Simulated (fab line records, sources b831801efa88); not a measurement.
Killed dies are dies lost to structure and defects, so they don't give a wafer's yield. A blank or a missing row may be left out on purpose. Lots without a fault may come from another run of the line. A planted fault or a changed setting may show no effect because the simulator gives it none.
Chamber matching | flow sky130 | SKY_CONTACT_ETCH_17 on rie_diel-01: 4 sister chambers
The step etches SiO2 in C4F8/O2/Ar, stops on Si3N4, target depth 340 nm. 16 wafers are shown with their chamber, then 8 later ones without.

WAFERS WITH THEIR CHAMBER
wafer  | chamber | oes_product_au (a.u.)
L075.4 | 1       | 0.894
L075.5 | 2       | 0.900
L075.6 | 3       | 0.903
L077.1 | 3       | 0.895
L077.2 | 1       | 0.890
L077.5 | 0       | 0.889
L079.2 | 1       | 0.885
L079.3 | 3       | 0.892
L079.6 | 0       | 0.886
L083.1 | 0       | 0.895
L083.2 | 1       | 0.889
L083.3 | 3       | 0.891
L084.3 | 3       | 0.897
L084.5 | 1       | 0.888
L084.6 | 2       | 0.891
L089.4 | 1       | 0.896

SIGNATURES (means of the wafers above)
reading        | chamber 0 | chamber 1 | chamber 2 | chamber 3 | scatter within a chamber
oes_product_au | 0.89000   | 0.89033   | 0.89550   | 0.89560   | 0.00461
Rule: a wafer's distance from a chamber is the root of the sum, over the readings, of the square of ((its reading less the chamber's mean) divided by the reading's scatter). The wafer belongs to the nearest chamber; if the next one is less than 2 further off, it can't be placed. The scatter: the root of (the sum of the squares of (reading less its chamber's mean) over the shown wafers, divided by (wafers less chambers)).

WAFERS WITHOUT THEIR CHAMBER
wafer  | oes_product_au (a.u.)
L089.5 | 0.894
L089.6 | 0.894
L093.1 | 0.889
L093.4 | 0.888
L093.6 | 0.889
L092.1 | 0.890
L092.4 | 0.890
L092.5 | 0.883

WHICH CHAMBER EACH WENT THROUGH
wafer  | from the rows above               | in truth
L089.5 | can't be placed: 2 or 3 or 1 or 0 | 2
L089.6 | can't be placed: 2 or 3 or 1 or 0 | 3
L093.1 | can't be placed: 0 or 1 or 2 or 3 | 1
L093.4 | can't be placed: 0 or 1 or 2 or 3 | 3
L093.6 | can't be placed: 0 or 1 or 2 or 3 | 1
L092.1 | can't be placed: 0 or 1 or 2 or 3 | 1
L092.4 | can't be placed: 0 or 1 or 2 or 3 | 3
L092.5 | can't be placed: 0 or 1 or 2 or 3 | 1
Placed correctly: 0 of 8. Can't be placed from these rows: 8 (the true chamber is among the candidates in 8). Placed wrongly: 0.
